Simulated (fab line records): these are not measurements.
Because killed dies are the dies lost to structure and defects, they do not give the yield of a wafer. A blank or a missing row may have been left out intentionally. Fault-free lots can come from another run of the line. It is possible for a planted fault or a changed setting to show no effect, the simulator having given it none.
What tool caused it?    flow gf180mcu    Sampling: 14 lots, 42 wafers, 4 of 602 route steps

WHAT EACH GAUGE READ, for each wafer
GF_STI_THK_MEAS_24. Usual: STI_CVD_23_THK typically reads 647 nm, with standard deviation 5.7.
lot   measured     on             STI_CVD_23_THK (nm)  flag
L818  day 2 04:26  film-metro-04  649 652 649          
L819  day 2 09:47  film-metro-03  638 637 641          
L820  day 2 13:51  film-metro-04  646 645 653          
L829  day 4 11:31  film-metro-01  649 658 650          
L830  day 4 17:19  film-metro-03  653 643 647          
L832  day 5 04:25  film-metro-01  636 641 640          
L833  day 5 08:46  film-metro-01  645 644 654          
L834  day 5 13:45  film-metro-03  650 649 649          
L835  day 5 18:56  film-metro-03  652 647 647          
L837  day 6 05:10  film-metro-04  646 642 641          
L838  day 6 09:45  film-metro-01  655 655 663          
L839  day 6 15:29  film-metro-01  648 650 650          
L840  day 6 22:02  film-metro-03  649 642 651          
L841  day 7 02:25  film-metro-01  655 652 661          

GF_VT_IMPLANT_TW_MEAS_10. Usual: VT_IMPLANT_TW typically reads 562, with standard deviation 4.8.
lot   measured      on             VT_IMPLANT_TW  flag
L818  day 5 17:20   film-metro-03  566 566 563    
L819  day 5 21:45   film-metro-04  572 576 573    
L820  day 6 02:48   film-metro-03  563 566 566    
L829  day 8 10:35   film-metro-02  562 561 562    
L830  day 8 17:07   film-metro-04  569 565 571    
L832  day 9 05:56   film-metro-04  565 566 568    
L833  day 9 10:48   film-metro-02  555 556 555    
L834  day 9 16:51   film-metro-03  559 561 560    
L835  day 9 23:11   film-metro-03  559 557 561    
L837  day 10 12:25  film-metro-04  569 566 568    
L838  day 10 17:34  film-metro-03  564 563 562    
L839  day 11 00:17  film-metro-03  561 563 563    
L840  day 11 07:59  film-metro-02  556 556 559    
L841  day 11 13:59  film-metro-02  556 554 557    

GF_HV_LDD_OVL_MEAS_47. Usual: HV_LDD_03_OVL typically reads 0.1 nm, with standard deviation 1.6.
lot   measured      on          HV_LDD_03_OVL (nm)  flag
L818  day 12 10:31  overlay-01  4.0 1.2 1.3         
L819  day 12 18:37  overlay-02  -0.9 0.5 1.6        
L820  day 12 23:08  overlay-02  -0.1 1.4 -1.3       
L829  day 16 09:40  overlay-01  0.4 2.0 0.5         
L830  day 16 09:58  overlay-02  -0.4 -2.6 0.3       
L832  day 16 23:34  overlay-02  1.5 2.6 1.6         
L833  day 17 07:49  overlay-02  -0.3 -0.5 0.1       
L834  day 17 18:46  overlay-01  2.8 -0.5 1.1        
L835  day 18 01:37  overlay-02  -4.9 -3.5 -2.2      
L837  day 18 17:23  overlay-02  2.8 -0.6 1.2        
L838  day 19 01:34  overlay-02  3.1 0.6 -0.3        
L839  day 19 15:16  overlay-01  0.5 2.4 -1.3        
L840  day 19 20:43  overlay-02  -0.2 -1.4 -2.3      
L841  day 20 04:19  overlay-01  2.9 1.2 1.3         

WHAT TOOL EACH LOT RAN ON (gives the tool, then ch and the chambers of the sampled wafers, and finally the start)
lot   GF_VT_IMPLANT_STRIP_31
L818  plasma-asher-04 ch 0,1, day 6 22:59
L819  plasma-asher-02 ch 0,1, day 7 04:17
L820  plasma-asher-04 ch 1, day 7 09:08
L829  plasma-asher-04 ch 0,1, day 9 20:51
L830  plasma-asher-04 ch 0,1, day 10 03:05
L832  plasma-asher-04 ch 0,1, day 10 16:51
L833  plasma-asher-02 ch 0,1, day 10 22:59
L834  plasma-asher-02 ch 1, day 11 05:21
L835  plasma-asher-02 ch 0,1, day 11 11:38
L837  plasma-asher-02 ch 0, day 12 02:02
L838  plasma-asher-03 ch 1, day 12 07:38
L839  plasma-asher-03 ch 0,1, day 12 14:56
L840  plasma-asher-02 ch 0,1, day 12 22:18
L841  plasma-asher-03 ch 0,1, day 13 05:53
- GF_VT_IMPLANT_STRIP_31: strips in O2/N2.

AS READ BY THE TOOLS THEMSELVES (means over the sampled wafers that have a number; for cases with no such wafer, the mark the record gives instead)
GF_VT_IMPLANT_STRIP_31. Usual: chamber-pressure-mTorr 1500.0 mTorr, standard deviation 1.3; drypump-motor-current-A 5.6 A, standard deviation 0.46; heater-power-w 328 W, standard deviation 20; oes-product-au 0.716 a.u., standard deviation 0.0043; strip-time-to-endpoint-s 12.65 s, standard deviation 0.033.
lot   tool             chamber-pressure-mTorr (mTorr)  drypump-motor-current-A (A)  heater-power-w (W)  oes-product-au (a.u.)  strip-time-to-endpoint-s (s)  flag
L818  plasma-asher-04  1499.0                          5.9                          341                 0.714                  12.69                         
L819  plasma-asher-02  1499.5                          5.2                          331                 0.721                  12.61                         
L820  plasma-asher-04  1500.7                          6.1                          347                 0.719                  12.60                         
L829  plasma-asher-04  1300.6                          5.9                          348                 0.692                  13.33                         OFF
L830  plasma-asher-04  1400.2                          5.6                          338                 0.701                  12.98                         OFF
L832  plasma-asher-04  1299.7                          5.9                          341                 0.691                  13.28                         OFF
L833  plasma-asher-02  1499.9                          5.6                          337                 0.712                  12.63                         
L834  plasma-asher-02  1500.9                          4.8                          325                 0.717                  12.66                         
L835  plasma-asher-02  1499.6                          5.6                          332                 0.711                  12.63                         
L837  plasma-asher-02  1500.9                          6.0                          342                 0.715                  12.65                         
L838  plasma-asher-03  1500.8                          5.6                          283                 0.717                  12.65                         
L839  plasma-asher-03  1498.6                          5.6                          304                 0.712                  12.69                         
L840  plasma-asher-02  1501.0                          5.2                          336                 0.715                  12.62                         
L841  plasma-asher-03  1499.2                          5.7                          305                 0.717                  12.64                         

THE ANSWER, worked out from the rows above alone
Rule: take the mean of a lot's wafers that have a number; if it is more than 3 standard deviations from the usual mean, the lot is off. Also off: a lot with no number at a reading for which 4 or more lots have one. All remaining lots with rows at the step are treated as sound. First the gauges in route order, then the tools' own readings, where a lot's mean is used as printed above. The first step at which some lot is off is used, and at that step the reading that is off furthest; a lot without a number counts as furthest.
Off at GF_VT_IMPLANT_STRIP_31 (chamber-pressure-mTorr): L829, L830, L832.
A tool fits if, at that step or a process step before it, it ran every lot that is off, and no sound lot after the first of them. One fits: GF_VT_IMPLANT_STRIP_31 on plasma-asher-04. Its last sound lot is L820 (day 7 09:08), its first lot that is off L829 (day 9 20:51): a fault that began between those two fits.
The tool's own readings at GF_VT_IMPLANT_STRIP_31 bear it out: on the lots that are off they differ by more than 5 times the standard deviation of the sound lots' means. chamber-pressure-mTorr reads 1333.5 mTorr there against 1500.0 mTorr on the sound lots; oes-product-au reads 0.695 a.u. there against 0.715 a.u. on the sound lots; strip-time-to-endpoint-s reads 13.20 s there against 12.64 s on the sound lots.

WHAT THE SIMULATOR HAD PUT IN
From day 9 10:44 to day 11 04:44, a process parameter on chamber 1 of plasma-asher-04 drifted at GF_VT_IMPLANT_STRIP_31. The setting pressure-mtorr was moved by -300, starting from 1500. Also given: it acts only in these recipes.
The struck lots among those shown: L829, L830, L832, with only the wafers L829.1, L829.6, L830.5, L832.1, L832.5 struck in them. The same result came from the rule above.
